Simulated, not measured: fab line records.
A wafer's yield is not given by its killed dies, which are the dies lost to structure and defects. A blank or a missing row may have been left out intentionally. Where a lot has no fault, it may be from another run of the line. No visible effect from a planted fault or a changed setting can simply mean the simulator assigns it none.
Code-filled problem report in 8D (eight disciplines) form || flow sky130 || the parts of the form that need people (team, actions taken, sign-off) are left out

== 1. THE PROBLEM ==
At SKY_LDD_HVN_STRIP_09, strip-time-to-endpoint-s averages 4.378 s over 4 wafers from 2 lots, while fault-free wafers read 4.138 s, standard deviation 0.014. Relative to the usual mean, that is a shift of +17 standard deviations.
The step: strips in O2/N2.
First observed at day 26 09:29: wafer L223.2, on plasma-asher-03. The record holds 36 wafers of 12 lots with a number at this step. Rule for "out", or "out of limits": more than 4 standard deviations from the usual mean. Any other wafer with a number is counted as sound.

== 2. WHAT THIS IS AND IS NOT ==
{"question": "which readings at this step", "is": "strip-time-to-endpoint-s", "is not": "drypump-motor-current-A, oes-product-au"}
{"question": "which lots", "is": "L223, L224", "is not": "L210, L211, L216, L217, L225, L227, L228, L229, L230, L233"}
{"question": "which wafers of those lots", "is": "L223.2, L223.6, L224.1, L224.6", "is not": "L223.5, L224.2"}
{"question": "read on which tools", "is": "plasma-asher-03", "is not": "plasma-asher-01, plasma-asher-04"}
{"question": "when", "is": "from day 26 09:29", "is not": "up to then (13 sound wafers); but 19 sound wafers of L224, L225, L227, L228, L229, L230, L233 came after"}

== 3. WHAT RULES OUT EACH SUSPECT ==
Counting: any tool at a process step up to the reading remains a suspect provided it ran every lot that is out. Sound lots after the first of them don't rule it out here, since some wafers of a struck lot are sound.
- rie-diel-03 at SKY_POLY_GATE_ETCH_15 (etches BARC in N2/H2, stops on SiO2, time 118.5 s, target depth 110 nm): kept. Every lot that is out went through it, the first being L223 (day 22 13:23); the last sound lot it ran before that was L217 (day 19 16:37).
- plasma-asher-03 at SKY_POLY_GATE_STRIP_18 (strips in O2/N2): kept. Every lot that is out went through it, the first being L223 (day 22 13:37); the last sound lot it ran before that was L216 (day 19 17:31).
- plasma-asher-03 at SKY_LDD_HVN_STRIP_09 (strips in O2/N2): kept. It ran every lot that is out, first L223 (day 26 09:29). On those wafers its own readings are out: strip-time-to-endpoint-s.
- The sound lot-mates ran in chamber 1 of plasma-asher-03 at SKY_LDD_HVN_STRIP_09, but the wafers that are out ran in chamber 0.
The count leaves rie-diel-03 at SKY_POLY_GATE_ETCH_15, plasma-asher-03 at SKY_POLY_GATE_STRIP_18, and plasma-asher-03 at SKY_LDD_HVN_STRIP_09.

== 4. THE CAUSE (what the simulator had put in) ==
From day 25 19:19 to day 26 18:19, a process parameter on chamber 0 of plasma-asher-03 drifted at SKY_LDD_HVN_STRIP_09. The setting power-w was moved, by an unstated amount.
Counting left 3 suspects, and this tool is among them.

== 5. SEQUENCE OF EFFECTS, ordered by route ==
Rows list readings where the struck wafers' mean (over those with a number) sits beyond 3 standard deviations from the usual. Only readings for which the record gives a usual standard deviation are gone through. hours: the time from each lot's start at the first step in this table that gives one to its start at this step, as a median over the lots. sigmas: the change in usual standard deviations.
{"hours": 0, "step": "SKY_LDD_HVN_STRIP_09", "reading": "strip-time-to-endpoint-s", "usual": "4.138 s", "on struck wafers": 4.378, "change": "+0.240", "sigmas": "+17"}
The process steps in it:
- SKY_LDD_HVN_STRIP_09: strips in O2/N2.

== 6. HOW IT WOULD HAVE BEEN CAUGHT EARLIER ==
The fault began at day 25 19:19; the first out-of-limits reading in this record came at day 26 09:29, 14 hours later.
